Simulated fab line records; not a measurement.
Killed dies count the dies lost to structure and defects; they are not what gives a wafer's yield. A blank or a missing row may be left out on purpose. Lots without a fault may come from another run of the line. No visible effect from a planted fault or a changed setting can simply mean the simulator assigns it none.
fab line records	flow gf180mcu
[record] lots = 24	wafers = 72	last-day = 34
route steps=602 shown NSD@262 SALICIDE@284 CONTACT@312 M1@321 V2@408
lots that met no fault: from a run of the same line without faults
start-h: hours from the record's first day to the start of the lot's first wafer shown	wait-h: hours elapsed since this lot's preceding step	" unchanged from the row above	L1.1+2: a single row standing in for several wafers	- no value, or no start given	* or withheld: withheld	< > ~ a bound
route shown NAME@n: names a module that has steps shown in the file, with the first one's number in the route	usual: mean/standard deviation taken from wafers without a fault	same: alike in all rows	chamber/n: place in a boat	sites: per-site readings	_std_site: the values' standard deviation	_edge_site: the outer-site mean with the inner-site mean subtracted	radius-mm: for every site, how far away it sits from the centre of the wafer	mask NAME#n: copy n	behind: tool/chamber where the wafer was last shaped	hold: the reason the lot was held/the length of the hold in hours/how it ended	device: the transistor (n, p or np) that didn't switch	end of line: the same wafers' tests at the end of the route	a step given without rows: its recipe and nothing more	killed: dies lost to structure and defects at the first sort, not the wafer's yield	map: a wafer's dies, marking killed ones x, the rest . and places with no die _
set.NAME: the run value of the setting; set.NAME@STEP: its run value at that earlier step	model.NAME: the simulator's own value behind a step, which no gauge read
a sample of lots followed through the steps of the route, with each step as a table and each wafer as a row
services: a tool's chamber out of use, with start hour (start-h, from the record's first day; less than 0 if before it), hours out, and reason
[[steps]]
[step GF_PSD_RS_MEAS_14]
[recipe] thk-meas-gauge = four-point-probe
[usual] NSD_RS = 46.07/0.083
lot.wafer	tool	chamber	start-h	wait-h	NSD_RS[ohm/sq]
L074.2	film-metro-03	-	314.33	0.1	46.08
L074.3	"	-	"	"	46.09
L074.5	"	-	"	"	46.04
L075.1	film-metro-04	-	325.61	0.1	46.05
L075.2	"	-	"	"	46.06
L075.4	"	-	"	"	46.13
L076.1	film-metro-01	-	336.07	0.1	46.06
L076.3	"	-	"	"	46.05
L076.4	"	-	"	"	46.08
L077.2	film-metro-04	-	340.54	0.1	46.08
L077.4	"	-	"	"	46.16
L077.6	"	-	"	"	46.16
L078.1	film-metro-01	-	353.01	0.1	46.06
L078.3	"	-	"	"	45.99
L078.5	"	-	"	"	45.98
L079.1	film-metro-01	-	359.91	0.1	46.20
L079.4	"	-	"	"	46.17
L079.6	"	-	"	"	46.10
L080.1	film-metro-03	-	366.76	0.1	46.16
L080.2	"	-	"	"	46.13
L080.3	"	-	"	"	46.31
L081.1	film-metro-01	-	389.71	0.1	46.08
L081.3	"	-	"	"	46.07
L081.4	"	-	"	"	45.99
L082.1	film-metro-03	-	392.17	0.1	46.08
L082.4	"	-	"	"	46.15
L082.6	"	-	"	"	46.16
L083.1	film-metro-03	-	398.31	0.1	46.04
L083.2	"	-	"	"	45.94
L083.6	"	-	"	"	45.97
L084.2	film-metro-04	-	411.48	0.1	46.01
L084.4	"	-	"	"	46.06
L084.6	"	-	"	"	46.06
L086.1	film-metro-03	-	423.85	0.1	45.93
L086.4	"	-	"	"	45.91
L086.6	"	-	"	"	45.97
L085.2	film-metro-01	-	424.44	0.1	46.26
L085.3	"	-	"	"	46.10
L085.6	"	-	"	"	46.10
L087.3	film-metro-03	-	434.50	0.1	46.05
L087.5	"	-	"	"	46.12
L087.6	"	-	"	"	46.10
L088.1	film-metro-01	-	442.66	0.1	46.07
L088.2	"	-	"	"	45.99
L088.3	"	-	"	"	46.07
L090.1	film-metro-03	-	455.42	0.1	46.24
L090.2	"	-	"	"	46.24
L090.3	"	-	"	"	46.18
L089.2	film-metro-03	-	456.68	0.1	46.01
L089.3	"	-	"	"	46.00
L089.6	"	-	"	"	46.09
L091.2	film-metro-04	-	463.77	0.1	45.98
L091.3	"	-	"	"	46.01
L091.5	"	-	"	"	46.08
L092.2	film-metro-01	-	470.38	0.1	46.14
L092.5	"	-	"	"	45.97
L092.6	"	-	"	"	46.04
L093.2	film-metro-03	-	477.93	0.1	45.99
L093.3	"	-	"	"	46.04
L093.4	"	-	"	"	46.05
L094.2	film-metro-01	-	489.48	0.1	45.98
L094.3	"	-	"	"	46.02
L094.6	"	-	"	"	46.04
L095.1	film-metro-01	-	495.78	0.1	46.00
L095.2	"	-	"	"	46.09
L095.5	"	-	"	"	46.16
L096.2	film-metro-01	-	502.28	0.1	46.13
L096.3	"	-	"	"	46.17
L096.4	"	-	"	"	46.04
L097.1	film-metro-03	-	512.11	0.1	45.98
L097.3	"	-	"	"	46.11
L097.4	"	-	"	"	46.08
[step GF_SALICIDE_RTA_06]
[recipe] temp-c = 530	time-s = 30	ambient = N2
[usual] chamber-o2-ppm = 2.006/0.022	lamp-power-pct = 6.1/0.73	wafer_temp_C_max = 531.5/0.4
lot.wafer	tool	chamber	start-h	wait-h	chamber-o2-ppm	lamp-power-pct	wafer_temp_C_max
L074.2	rtp-anneal-01	0	336.17	0.1	2.023	7.0	531.3
L074.3	"	0	"	"	1.983	7.0	531.7
L074.5	"	0	"	"	2.011	7.0	531.6
L075.1	rtp-anneal-02	0	347.79	0.1	2.013	5.5	531.4
L075.2	"	0	"	"	2.033	5.5	530.8
L075.4	"	0	"	"	2.014	5.5	531.4
L076.1	rtp-anneal-01	0	359.50	0.1	2.022	7.0	531.9
L076.3	"	0	"	"	2.004	7.0	531.4
L076.4	"	0	"	"	2.001	7.0	531.8
L077.2	rtp-anneal-02	0	363.86	0.1	1.995	5.5	531.6
L077.4	"	0	"	"	2.008	5.5	531.5
L077.6	"	0	"	"	1.974	5.5	531.3
L078.1	rtp-anneal-01	0	375.76	0.1	2.039	7.0	531.6
L078.3	"	0	"	"	2.026	7.0	532.1
L078.5	"	0	"	"	2.033	7.0	532.2
L079.1	rtp-anneal-02	0	382.70	0.1	1.994	5.5	531.3
L079.4	"	0	"	"	2.001	5.5	531.4
L079.6	"	0	"	"	2.001	5.5	531.1
L080.1	rtp-anneal-01	0	390.15	0.1	1.984	7.0	531.1
L080.2	"	0	"	"	1.991	7.0	531.7
L080.3	"	0	"	"	1.995	7.0	531.4
L081.1	rtp-anneal-02	0	413.89	0.1	1.981	5.5	531.0
L081.3	"	0	"	"	2.008	5.5	531.1
L081.4	"	0	"	"	1.999	5.5	530.6
L082.1	rtp-anneal-02	0	416.54	0.1	1.964	5.5	531.4
L082.4	"	0	"	"	1.988	5.5	531.4
L082.6	"	0	"	"	2.004	5.5	531.0
L083.1	rtp-anneal-02	0	423.07	0.1	1.960	5.5	532.8
L083.2	"	0	"	"	2.000	5.5	532.0
L083.6	"	0	"	"	1.962	5.5	531.7
L084.2	rtp-anneal-02	0	436.41	0.1	2.021	5.5	531.0
L084.4	"	0	"	"	1.987	5.5	531.3
L084.6	"	0	"	"	1.974	5.5	531.7
L086.1	rtp-anneal-02	0	449.19	0.1	1.986	5.5	531.7
L086.4	"	0	"	"	2.008	5.5	531.4
L086.6	"	0	"	"	2.001	5.5	531.4
L085.2	rtp-anneal-02	0	450.36	0.1	2.023	5.5	531.1
L085.3	"	0	"	"	2.010	5.5	531.2
L085.6	"	0	"	"	1.987	5.5	531.4
L087.3	rtp-anneal-01	0	459.68	0.1	2.015	7.0	531.1
L087.5	"	0	"	"	1.995	7.0	532.3
L087.6	"	0	"	"	2.028	7.0	532.1
L088.1	rtp-anneal-01	0	468.01	0.1	2.049	7.0	531.5
L088.2	"	0	"	"	2.047	7.0	531.2
L088.3	"	0	"	"	2.024	7.0	531.9
L090.1	rtp-anneal-01	0	480.05	0.1	1.988	7.0	531.7
L090.2	"	0	"	"	2.059	7.0	530.8
L090.3	"	0	"	"	2.013	7.0	531.3
L089.2	rtp-anneal-01	0	481.26	0.1	1.999	7.0	531.9
L089.3	"	0	"	"	1.994	7.0	532.0
L089.6	"	0	"	"	1.994	7.0	532.3
L091.2	rtp-anneal-02	0	488.71	0.1	2.027	5.5	531.9
L091.3	"	0	"	"	2.004	5.5	531.2
L091.5	"	0	"	"	2.003	5.5	530.9
L092.2	rtp-anneal-02	0	495.12	0.1	2.012	5.5	530.9
L092.5	"	0	"	"	1.987	5.5	531.2
L092.6	"	0	"	"	1.995	5.5	530.9
L093.2	rtp-anneal-01	0	502.21	0.1	2.004	7.0	531.5
L093.3	"	0	"	"	2.034	7.0	532.0
L093.4	"	0	"	"	2.044	7.0	531.2
L094.2	rtp-anneal-02	0	514.19	0.1	2.028	5.5	531.3
L094.3	"	0	"	"	2.007	5.5	531.5
L094.6	"	0	"	"	1.995	5.5	530.8
L095.1	rtp-anneal-01	0	519.79	0.1	2.034	7.0	531.6
L095.2	"	0	"	"	2.009	7.0	531.8
L095.5	"	0	"	"	2.052	7.0	531.8
L096.2	rtp-anneal-02	0	526.03	0.1	1.991	5.5	531.2
L096.3	"	0	"	"	2.029	5.5	532.0
L096.4	"	0	"	"	1.988	5.5	530.9
L097.1	rtp-anneal-02	0	536.16	0.1	2.030	5.5	531.6
L097.3	"	0	"	"	2.016	5.5	531.7
L097.4	"	0	"	"	2.020	5.5	531.6
[step GF_CONTACT_RS_MEAS_25]
[recipe] thk-meas-gauge = four-point-probe	reads = W_of_CONTACT_CVD_24+TiN_of_CONTACT_SPUTTER_23+Ti_of_CONTACT_SPUTTER_22
[usual] CONTACT_W_RS = 0.379/0.0045
lot.wafer	tool	chamber	start-h	wait-h	CONTACT_W_RS[ohm/sq]
L074.2	film-metro-02	-	360.05	0.1	0.387
L074.3	"	-	"	"	0.381
L074.5	"	-	"	"	0.388
L075.1	film-metro-03	-	371.39	0.1	0.379
L075.2	"	-	"	"	0.381
L075.4	"	-	"	"	0.374
L076.1	film-metro-03	-	383.79	0.1	0.372
L076.3	"	-	"	"	0.380
L076.4	"	-	"	"	0.373
L077.2	film-metro-02	-	388.00	0.1	0.374
L077.4	"	-	"	"	0.378
L077.6	"	-	"	"	0.376
L078.1	film-metro-03	-	400.58	0.1	0.377
L078.3	"	-	"	"	0.376
L078.5	"	-	"	"	0.377
L079.1	film-metro-03	-	407.48	0.1	0.368
L079.4	"	-	"	"	0.375
L079.6	"	-	"	"	0.374
L080.1	film-metro-01	-	415.33	0.1	0.386
L080.2	"	-	"	"	0.378
L080.3	"	-	"	"	0.381
L081.1	film-metro-02	-	440.19	0.1	0.379
L081.3	"	-	"	"	0.380
L081.4	"	-	"	"	0.384
L082.1	film-metro-03	-	442.38	0.1	0.384
L082.4	"	-	"	"	0.386
L082.6	"	-	"	"	0.385
L083.1	film-metro-01	-	449.47	0.1	0.378
L083.2	"	-	"	"	0.384
L083.6	"	-	"	"	0.385
L084.2	film-metro-03	-	462.86	0.1	0.383
L084.4	"	-	"	"	0.383
L084.6	"	-	"	"	0.378
L086.1	film-metro-01	-	474.95	0.2	0.374
L086.4	"	-	"	"	0.372
L086.6	"	-	"	"	0.379
L085.2	film-metro-02	-	475.64	0.1	0.383
L085.3	"	-	"	"	0.379
L085.6	"	-	"	"	0.383
L087.3	film-metro-01	-	485.68	0.1	0.371
L087.5	"	-	"	"	0.379
L087.6	"	-	"	"	0.368
L088.1	film-metro-01	-	494.08	0.1	0.384
L088.2	"	-	"	"	0.376
L088.3	"	-	"	"	0.384
L090.1	film-metro-01	-	505.28	0.1	0.369
L090.2	"	-	"	"	0.376
L090.3	"	-	"	"	0.371
L089.2	film-metro-02	-	506.85	0.1	0.382
L089.3	"	-	"	"	0.380
L089.6	"	-	"	"	0.376
L091.2	film-metro-03	-	514.11	0.1	0.387
L091.3	"	-	"	"	0.387
L091.5	"	-	"	"	0.382
L092.2	film-metro-03	-	520.16	0.1	0.383
L092.5	"	-	"	"	0.379
L092.6	"	-	"	"	0.374
L093.2	film-metro-01	-	527.10	0.1	0.377
L093.3	"	-	"	"	0.376
L093.4	"	-	"	"	0.376
L094.2	film-metro-02	-	539.04	0.1	0.387
L094.3	"	-	"	"	0.378
L094.6	"	-	"	"	0.388
L095.1	film-metro-01	-	544.35	0.1	0.377
L095.2	"	-	"	"	0.378
L095.5	"	-	"	"	0.374
L096.2	film-metro-03	-	550.95	0.1	0.378
L096.3	"	-	"	"	0.376
L096.4	"	-	"	"	0.373
L097.1	film-metro-03	-	560.72	0.1	0.379
L097.3	"	-	"	"	0.378
L097.4	"	-	"	"	0.377
[step GF_CONTACT_THK_MEAS_26]
[recipe] thk-meas-gauge = xrf	reads = W_of_CONTACT_CVD_24
[usual] CONTACT_W_THK = 309/4.1
lot.wafer	tool	chamber	start-h	wait-h	CONTACT_W_THK[nm]
L074.2	film-metro-02	-	360.16	0.1	302
L074.3	"	-	"	"	306
L074.5	"	-	"	"	300
L075.1	film-metro-03	-	371.51	0.1	310
L075.2	"	-	"	"	307
L075.4	"	-	"	"	315
L076.1	film-metro-03	-	383.91	0.1	317
L076.3	"	-	"	"	310
L076.4	"	-	"	"	317
L077.2	film-metro-02	-	388.11	0.1	313
L077.4	"	-	"	"	311
L077.6	"	-	"	"	313
L078.1	film-metro-03	-	400.70	0.1	310
L078.3	"	-	"	"	311
L078.5	"	-	"	"	309
L079.1	film-metro-03	-	407.60	0.1	317
L079.4	"	-	"	"	315
L079.6	"	-	"	"	314
L080.1	film-metro-01	-	415.45	0.1	302
L080.2	"	-	"	"	308
L080.3	"	-	"	"	305
L081.1	film-metro-02	-	440.31	0.1	305
L081.3	"	-	"	"	307
L081.4	"	-	"	"	304
L082.1	film-metro-03	-	442.50	0.1	308
L082.4	"	-	"	"	305
L082.6	"	-	"	"	306
L083.1	film-metro-01	-	449.59	0.1	310
L083.2	"	-	"	"	304
L083.6	"	-	"	"	304
L084.2	film-metro-03	-	462.97	0.1	309
L084.4	"	-	"	"	311
L084.6	"	-	"	"	312
L086.1	film-metro-01	-	475.07	0.1	309
L086.4	"	-	"	"	311
L086.6	"	-	"	"	303
L085.2	film-metro-02	-	475.75	0.1	306
L085.3	"	-	"	"	308
L085.6	"	-	"	"	304
L087.3	film-metro-01	-	485.78	0.1	312
L087.5	"	-	"	"	306
L087.6	"	-	"	"	315
L088.1	film-metro-01	-	494.20	0.1	301
L088.2	"	-	"	"	309
L088.3	"	-	"	"	303
L090.1	film-metro-01	-	505.40	0.1	317
L090.2	"	-	"	"	310
L090.3	"	-	"	"	314
L089.2	film-metro-02	-	506.96	0.1	310
L089.3	"	-	"	"	310
L089.6	"	-	"	"	313
L091.2	film-metro-03	-	514.22	0.1	305
L091.3	"	-	"	"	304
L091.5	"	-	"	"	308
L092.2	film-metro-03	-	520.27	0.1	307
L092.5	"	-	"	"	311
L092.6	"	-	"	"	315
L093.2	film-metro-01	-	527.21	0.1	308
L093.3	"	-	"	"	309
L093.4	"	-	"	"	312
L094.2	film-metro-02	-	539.15	0.1	303
L094.3	"	-	"	"	310
L094.6	"	-	"	"	303
L095.1	film-metro-01	-	544.47	0.1	310
L095.2	"	-	"	"	310
L095.5	"	-	"	"	313
L096.2	film-metro-03	-	551.06	0.1	315
L096.3	"	-	"	"	316
L096.4	"	-	"	"	320
L097.1	film-metro-03	-	560.84	0.1	310
L097.3	"	-	"	"	313
L097.4	"	-	"	"	312
[step GF_M1_THK_MEAS_06]
[recipe] thk-meas-gauge = xrf	reads = AlCu_of_M1_SPUTTER_02
[usual] M1_ALCU_THK = 446/5.3
lot.wafer	tool	chamber	start-h	wait-h	M1_ALCU_THK[nm]
L074.2	film-metro-01	-	360.86	0.1	443
L074.3	"	-	"	"	439
L074.5	"	-	"	"	442
L075.1	film-metro-03	-	372.21	0.1	445
L075.2	"	-	"	"	450
L075.4	"	-	"	"	448
L076.1	film-metro-03	-	384.65	0.1	448
L076.3	"	-	"	"	445
L076.4	"	-	"	"	447
L077.2	film-metro-01	-	388.81	0.1	451
L077.4	"	-	"	"	456
L077.6	"	-	"	"	450
L078.1	film-metro-04	-	401.40	0.1	438
L078.3	"	-	"	"	442
L078.5	"	-	"	"	434
L079.1	film-metro-04	-	408.30	0.1	450
L079.4	"	-	"	"	449
L079.6	"	-	"	"	450
L080.1	film-metro-04	-	416.15	0.1	453
L080.2	"	-	"	"	453
L080.3	"	-	"	"	452
L081.1	film-metro-03	-	441.01	0.1	450
L081.3	"	-	"	"	446
L081.4	"	-	"	"	448
L082.1	film-metro-01	-	443.20	0.1	452
L082.4	"	-	"	"	448
L082.6	"	-	"	"	452
L083.1	film-metro-03	-	450.30	0.1	459
L083.2	"	-	"	"	462
L083.6	"	-	"	"	455
L084.2	film-metro-01	-	463.67	0.1	443
L084.4	"	-	"	"	443
L084.6	"	-	"	"	443
L086.1	film-metro-03	-	475.77	0.1	445
L086.4	"	-	"	"	448
L086.6	"	-	"	"	448
L085.2	film-metro-04	-	476.45	0.1	442
L085.3	"	-	"	"	440
L085.6	"	-	"	"	447
L087.3	film-metro-04	-	486.48	0.1	446
L087.5	"	-	"	"	446
L087.6	"	-	"	"	446
L088.1	film-metro-01	-	494.93	0.1	442
L088.2	"	-	"	"	446
L088.3	"	-	"	"	444
L090.1	film-metro-01	-	506.10	0.1	443
L090.2	"	-	"	"	442
L090.3	"	-	"	"	446
L089.2	film-metro-04	-	507.66	0.1	453
L089.3	"	-	"	"	452
L089.6	"	-	"	"	448
L091.2	film-metro-04	-	514.93	0.1	441
L091.3	"	-	"	"	444
L091.5	"	-	"	"	441
L092.2	film-metro-04	-	520.97	0.1	449
L092.5	"	-	"	"	452
L092.6	"	-	"	"	449
L093.2	film-metro-03	-	527.91	0.1	442
L093.3	"	-	"	"	444
L093.4	"	-	"	"	448
L094.2	film-metro-04	-	539.85	0.1	443
L094.3	"	-	"	"	438
L094.6	"	-	"	"	440
L095.1	film-metro-03	-	545.17	0.1	436
L095.2	"	-	"	"	433
L095.5	"	-	"	"	440
L096.2	film-metro-03	-	551.76	0.1	442
L096.3	"	-	"	"	448
L096.4	"	-	"	"	446
L097.1	film-metro-03	-	561.55	0.1	452
L097.3	"	-	"	"	448
L097.4	"	-	"	"	447
[step GF_V2_CMP_26]
[recipe] stop-on = SiO2	down-force-psi = 3.5	platen-rpm = 60	t-overpolish-s = 15	target-thk-nm = 0	pad-velocity-m-s = 0.94248
[usual] motor-current-A = 11.2/0.9	overpolish-run-s = 15.000/0.0094	slurry-filter-dp-kPa = 13.48/0.14	time-to-endpoint-s = 85/3.5
lot.wafer	tool	chamber	start-h	wait-h	motor-current-A	overpolish-run-s	slurry-filter-dp-kPa	time-to-endpoint-s
L074.3	cmp-01	1	462.31	0.1	12.1	15.008	13.58	86
L074.2	"	2	"	"	11.4	14.999	13.24	90
L074.5	"	0	"	"	11.7	14.994	13.31	90
L075.2	cmp-02	2	473.17	0.0	10.8	14.997	13.39	87
L075.4	"	0	"	"	10.3	15.006	13.55	93
L075.1	"	1	"	"	10.3	14.998	13.58	89
L076.4	cmp-02	2	486.05	0.0	10.6	14.971	13.36	94
L076.1	"	0	"	"	10.8	14.993	13.34	95
L076.3	"	1	"	"	10.4	15.014	13.56	90
L077.2	cmp-02	1	490.66	0.0	10.4	14.996	13.66	89
L077.4	"	3	"	"	9.5	15.000	13.41	85
L077.6	"	2	"	"	10.7	15.003	13.37	88
L078.3	cmp-01	0	503.07	0.1	10.4	14.996	13.61	82
L078.1	"	2	"	"	12.2	14.993	13.39	83
L078.5	"	0	"	"	10.9	14.999	13.36	83
L079.4	cmp-01	1	509.10	0.0	12.5	14.989	13.45	78
L079.1	"	2	"	"	12.4	14.999	13.51	85
L079.6	"	1	"	"	11.4	15.004	13.33	80
L080.3	cmp-01	2	518.22	0.0	11.1	15.007	13.74	84
L080.1	"	3	"	"	12.0	14.998	13.53	84
L080.2	"	0	"	"	10.9	15.007	13.48	86
L081.3	cmp-02	3	542.52	0.0	9.8	14.995	13.59	80
L081.4	"	0	"	"	10.0	14.997	13.48	84
L081.1	"	2	"	"	10.1	14.997	13.44	83
L082.4	cmp-01	0	544.05	0.1	11.5	14.994	13.70	88
L082.1	"	1	"	"	13.0	15.029	13.34	82
L082.6	"	3	"	"	12.6	14.999	13.57	86
L083.1	cmp-01	1	549.28	0.1	12.6	15.025	13.43	82
L083.2	"	0	"	"	11.8	14.989	13.47	86
L083.6	"	2	"	"	11.6	14.999	13.35	88
L084.2	cmp-02	1	561.48	0.0	10.4	15.000	13.48	89
L084.4	"	3	"	"	10.1	15.008	13.37	83
L084.6	"	2	"	"	10.9	14.998	13.56	90
L086.1	cmp-01	0	573.23	0.1	11.3	14.992	13.48	83
L086.4	"	1	"	"	12.3	14.998	13.46	79
L086.6	"	0	"	"	11.7	14.999	13.57	85
L085.2	cmp-01	3	573.82	0.1	11.9	14.997	13.24	87
L085.3	"	0	"	"	11.7	14.991	13.52	84
L085.6	"	2	"	"	11.5	14.997	13.60	86
L087.3	cmp-02	3	582.77	0.0	10.2	15.005	13.50	82
L087.6	"	3	"	"	9.6	15.011	13.41	85
L087.5	"	0	"	"	10.1	15.011	13.37	87
L088.3	cmp-02	0	590.34	0.1	10.3	14.987	13.53	85
L088.2	"	1	"	"	10.1	15.000	13.42	82
L088.1	"	2	"	"	10.7	14.991	13.49	84
L090.1	cmp-01	0	600.12	0.1	10.9	15.013	13.37	89
L090.2	"	1	"	"	12.6	15.000	13.66	86
L090.3	"	2	"	"	11.3	15.008	13.43	94
L089.3	cmp-02	3	602.26	0.0	10.1	15.005	13.52	82
L089.2	"	0	"	"	10.8	15.009	13.20	83
L089.6	"	3	"	"	10.0	15.000	13.63	82
L091.3	cmp-01	1	607.51	0.1	11.4	15.016	13.49	86
L091.2	"	3	"	"	12.5	15.003	13.48	89
L091.5	"	0	"	"	12.0	15.007	13.54	92
L092.2	cmp-02	1	614.54	0.6	10.1	15.005	13.53	83
L092.6	"	2	"	"	11.2	14.989	13.69	85
L092.5	"	3	"	"	10.6	14.984	13.39	84
L093.2	cmp-01	0	620.70	0.2	11.3	14.993	13.59	81
L093.3	"	1	"	"	12.1	15.000	13.70	79
L093.4	"	3	"	"	12.0	14.999	13.73	83
L094.2	cmp-01	3	631.65	0.1	12.1	15.014	13.39	85
L094.3	"	0	"	"	11.4	15.005	13.57	81
L094.6	"	2	"	"	11.7	14.995	13.44	83
L095.2	cmp-01	0	635.73	0.0	11.3	14.999	13.41	89
L095.1	"	2	"	"	11.5	15.000	13.36	87
L095.5	"	1	"	"	12.2	14.991	13.38	83
L096.2	cmp-01	2	642.37	0.0	11.1	15.003	13.22	87
L096.3	"	3	"	"	12.1	14.996	13.68	86
L096.4	"	0	"	"	12.3	15.014	13.34	84
L097.3	cmp-02	0	650.52	0.0	9.9	14.996	13.49	85
L097.1	"	1	"	"	10.8	15.007	13.42	81
L097.4	"	2	"	"	10.2	14.994	13.46	81
[[services]]
tool	chamber	start-h	hours	kind
cmp-02	-	365.62	4.4	repair
cmp-01	-	404.29	4.0	pm
cmp-01	-	408.29	-	consumable-replace:conditioner
cmp-01	-	408.29	-	consumable-replace:pad
cmp-01	-	416.44	4.1	pm
rtp-anneal-02	-	429.70	4.5	pm
rtp-anneal-01	-	434.21	3.6	pm
cmp-01	-	454.84	1.0	repair
cmp-02	-	461.15	6.9	pm
cmp-01	-	470.69	3.2	repair
cmp-01	-	490.80	1.4	repair
cmp-02	-	494.69	7.8	pm
cmp-02	-	552.77	3.3	repair
cmp-02	-	572.11	4.0	pm
cmp-02	-	576.11	-	consumable-replace:conditioner
cmp-02	-	576.11	-	consumable-replace:pad
cmp-01	-	590.07	4.4	repair
cmp-01	-	591.91	0.6	repair
cmp-01	-	608.55	9.3	pm
cmp-02	-	617.88	7.0	pm
[[key]]
fault none
